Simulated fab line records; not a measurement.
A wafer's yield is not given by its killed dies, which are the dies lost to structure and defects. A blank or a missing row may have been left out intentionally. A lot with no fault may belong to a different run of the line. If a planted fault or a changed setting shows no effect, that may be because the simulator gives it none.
Problem report, 8D (eight disciplines) form, completed by code + flow gf180mcu + the parts of the form that need people (team, actions taken, sign-off) are left out

1. PROBLEM STATEMENT
NSD_TW at GF_NSD_TW_MEAS_12 reads a mean of 4526 on 6 wafers of 2 lots; wafers without a fault read 4205 with a standard deviation of 43. Relative to the usual mean, that is a shift of +7.5 standard deviations.
First observed at day 17 15:22: wafer L281.1, on film-metro-01. At this step, 36 wafers from 12 lots have a number in the record. Rule for "out", or "out of limits": more than 4 standard deviations from the usual mean. The rest of the wafers with a number are treated as sound.

2. WHAT IT IS AND WHAT IT IS NOT
| question                    | is                           | is not                                                                                             |
|-----------------------------|------------------------------|----------------------------------------------------------------------------------------------------|
| which readings at this step | NSD_TW                       | -                                                                                                  |
| which lots                  | L281, L283                   | L270, L272, L275, L279, L284, L287, L288, L290, L291, L292                                         |
| which wafers of those lots  | all that have a number       | -                                                                                                  |
| read on which gauges        | film-metro-01, film-metro-02 | film-metro-04                                                                                      |
| when                        | from day 17 15:22            | up to then (12 sound wafers); but 18 sound wafers of L284, L287, L288, L290, L291, L292 came after |

3. WHAT RULES OUT EACH SUSPECT
Counting: a tool stays on the suspect list if, at a process step up to the reading, it processed all lots that are out and no sound lot following the first of them.
- the gauge at GF_NSD_TW_MEAS_12: ruled out. The wafers that are out were read on 2 gauges (film-metro-01, film-metro-02).
- implanter-03 at GF_NSD_IMPLANT_09: ruled out as a lasting fault. The sound lots L291 went through it after L281, its earliest lot that is out (day 17 14:58).
Left after counting: nothing in the record.

4. THE CAUSE (what the simulator had put in)
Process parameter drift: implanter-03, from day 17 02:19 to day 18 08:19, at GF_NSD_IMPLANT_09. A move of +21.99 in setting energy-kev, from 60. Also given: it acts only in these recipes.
The count ruled it out by mistake, since the rule takes a fault to strike every lot its tool runs from the start of the fault on, and this one did not do so.

5. THE EFFECT CHAIN, in route order
Each row: a reading whose mean over the struck wafers that have a number lies more than 3 standard deviations from the usual. Only readings for which the record gives a usual standard deviation are gone through. hours: the time from each lot's start at the first step in this table that gives one to its start at this step, as a median over the lots. sigmas: the change in usual standard deviations.
| hours | step              | reading                  | usual        | on struck wafers | change  | sigmas      |
|-------|-------------------|--------------------------|--------------|------------------|---------|-------------|
| 0     | GF_NSD_IMPLANT_09 | beam-energy-keV          | 59.993       | 81.994           | +22.001 | +99 or more |
| 0     | GF_NSD_STRIP_11   | oes-product-au           | 0.486 a.u.   | 0.455            | -0.031  | -7.6        |
| 0     | GF_NSD_STRIP_11   | strip-time-to-endpoint-s | 22.95 s      | 25.96            | +3.02   | +72         |
| 0     | GF_NSD_TW_MEAS_12 | NSD_TW                   | 4205         | 4526             | +321    | +7.5        |
| 25    | GF_PSD_RS_MEAS_14 | NSD_RS                   | 46.12 ohm/sq | 40.84            | -5.28   | -65         |
Here are the process steps it includes:
- GF_NSD_IMPLANT_09
- GF_NSD_STRIP_11: strips in O2/N2.
Readings that are blank on the struck wafers while sound wafers have them: faraday-current-uA at GF_NSD_IMPLANT_09.

6. HOW IT WOULD HAVE BEEN CAUGHT EARLIER
The first out-of-limits reading at a measuring or inspecting step in this record came at day 17 15:22, 13 hours after the fault's start at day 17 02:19.
At GF_NSD_IMPLANT_09, the tool's own readings (beam-energy-keV) were out on each struck wafer the step has a row for, so an alarm limit on them would have fired on the first such wafer.
